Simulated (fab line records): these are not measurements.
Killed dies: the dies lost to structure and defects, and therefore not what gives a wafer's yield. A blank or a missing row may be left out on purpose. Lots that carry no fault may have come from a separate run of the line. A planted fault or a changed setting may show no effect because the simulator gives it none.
Which tool is to blame?	flow gf180mcu	12 lots with 36 wafers sampled at 2 steps, on a route of 602 steps

== WHAT EACH GAUGE READ, for each wafer ==
GF_MIM_RS_MEAS_10: measures by four-point-probe.
lot	measured	on	MIM_ALCU_RS (ohm/sq)
L075	day 24 13:21	filmMetro-04	0.1609 0.1627 0.1638
L077	day 25 14:38	filmMetro-01	0.1578 0.1590 0.1589
L079	day 26 05:47	filmMetro-03	0.1607 0.1625 0.1617
L080	day 27 01:22	filmMetro-01	0.1625 0.1624 0.1615
L083	day 27 12:46	filmMetro-01	0.1628 0.1630 0.1630
L085	day 28 04:17	filmMetro-03	0.1601 0.1591 0.1594
L087	day 28 21:45	filmMetro-01	0.1611 0.1626 0.1610
L089	day 29 07:10	filmMetro-04	0.1606 0.1597 0.1609
L091	day 29 18:53	filmMetro-01	0.1598 0.1620 0.1615
L093	day 30 07:06	filmMetro-01	0.1613 0.1615 0.1618
L095	day 31 00:44	filmMetro-03	0.1615 0.1615 0.1624
L097	day 31 07:46	filmMetro-01	0.1638 0.1647 0.1649

== EACH LOT AND THE TOOL THAT RAN IT (in order: tool; ch and the chambers of the sampled wafers; start) ==
lot	GF_V4_CVD_02
L075	pecvd-04 ch 0,2, day 23 13:13
L077	pecvd-04 ch 1,2, day 24 14:54
L079	pecvd-03 ch 1,2, day 25 06:25
L080	pecvd-04 ch 1,2, day 26 01:21
L083	pecvd-04 ch 1,2, day 26 13:53
L085	pecvd-03 ch 1,2, day 27 06:10
L087	pecvd-03 ch 0,1, day 27 22:58
L089	pecvd-04 ch 0,2, day 28 09:22
L091	pecvd-04 ch 0,1,2, day 28 21:41
L093	pecvd-03 ch 0,2, day 29 09:44
L095	pecvd-03 ch 0,1, day 30 04:20
L097	pecvd-02 ch 1,2, day 30 11:23
- GF_V4_CVD_02: deposits SiO2 from TEOS, target thk 850 nm, time 94.851 s.

== THE ANSWER, worked out from the rows above alone ==
Rule: what is usual is taken from the lots themselves. Put in order of their means at a reading, lots are off if they are a third of the lots or fewer, leave a main group of 4 or more, and stand apart from it by a gap of 3 or more times the standard deviation of the main group's means; of several such gaps the widest counts. A main group whose means are all the same, to the digits that the tables above print for the reading, isn't used. Also off: a lot with no number at a reading for which 4 or more lots have one. The other lots that the step has rows for count as sound.
None of the lots is off at any reading shown; this tells nothing.

== WHAT THE SIMULATOR HAD PUT IN ==
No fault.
